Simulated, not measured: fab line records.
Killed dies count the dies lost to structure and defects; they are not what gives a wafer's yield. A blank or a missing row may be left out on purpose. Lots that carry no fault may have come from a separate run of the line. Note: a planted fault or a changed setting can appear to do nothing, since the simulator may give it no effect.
Which of the tools did it?	flow sky130	11 lots with 33 wafers sampled at 2 steps, on a route of 708 steps

== WHAT EACH GAUGE READ, for each wafer ==
SKY_VIA3_RS_MEAS_22: the measuring method here is four-point-probe.
lot	measured	on	VIA3_W_RS (ohm/sq)
L111	day 39 20:22	filmMetro-03	0.297 0.295 0.295
L112	day 40 03:25	filmMetro-03	0.293 0.292 0.294
L119	day 42 08:27	filmMetro-02	0.291 0.394 0.291
L120	day 42 16:43	filmMetro-01	0.293 0.400 0.291
L124	day 43 20:47	filmMetro-01	0.289 0.298 0.288
L127	day 45 02:35	filmMetro-01	0.292 0.292 0.294
L129	day 45 06:08	filmMetro-01	0.294 0.294 0.295
L130	day 45 10:09	filmMetro-01	0.294 0.289 0.291
L131	day 45 14:41	filmMetro-02	0.294 0.291 0.295
L132	day 46 00:11	filmMetro-03	0.299 0.292 0.300
L133	day 46 05:38	filmMetro-02	0.293 0.293 0.292

== TOOL THAT RAN EACH LOT (tool first, then ch and the chambers of the sampled wafers, then the start) ==
lot	SKY_VIA3_CVD_21
L111	cvdW-02 ch 1, day 39 20:14
L112	cvdW-01 ch 0,1, day 40 03:18
L119	cvdW-02 ch 0,1, day 42 08:18
L120	cvdW-02 ch 0,1, day 42 16:34
L124	cvdW-01 ch 0,1, day 43 20:40
L127	cvdW-01 ch 0,1, day 45 02:27
L129	cvdW-01 ch 0,1, day 45 06:00
L130	cvdW-01 ch 0,1, day 45 10:02
L131	cvdW-01 ch 0,1, day 45 14:34
L132	cvdW-02 ch 0,1, day 46 00:03
L133	cvdW-02 ch 0, day 46 05:26
- SKY_VIA3_CVD_21: deposits W, target thk 390 nm, time 117.31 s.

== THE ANSWER, worked out from the rows above alone ==
Rule: the lots themselves supply what counts as usual. Put in order of their means at a reading, lots are off if they are a third of the lots or fewer, leave a main group of 4 or more, and stand apart from it by a gap of 3 or more times the standard deviation of the main group's means; of several such gaps the widest counts. If all means in a main group match to the digits the tables above print for the reading, that group is not used. A lot without any number at a reading at which 4 lots or more have one is off too. Any other lot the step has rows for is counted as sound.
Off: L119, L120, seen at SKY_VIA3_RS_MEAS_22 (VIA3_W_RS). Mean 0.294 ohm/sq and standard deviation 0.0017 in the main group.
If a tool, at a process step before that reading, ran all the lots that are off and no sound lot after the first of them, it fits. Gauges at SKY_VIA3_RS_MEAS_22: tried the same way as those tools. None of those tried fits.

== WHAT THE SIMULATOR PUT IN ==
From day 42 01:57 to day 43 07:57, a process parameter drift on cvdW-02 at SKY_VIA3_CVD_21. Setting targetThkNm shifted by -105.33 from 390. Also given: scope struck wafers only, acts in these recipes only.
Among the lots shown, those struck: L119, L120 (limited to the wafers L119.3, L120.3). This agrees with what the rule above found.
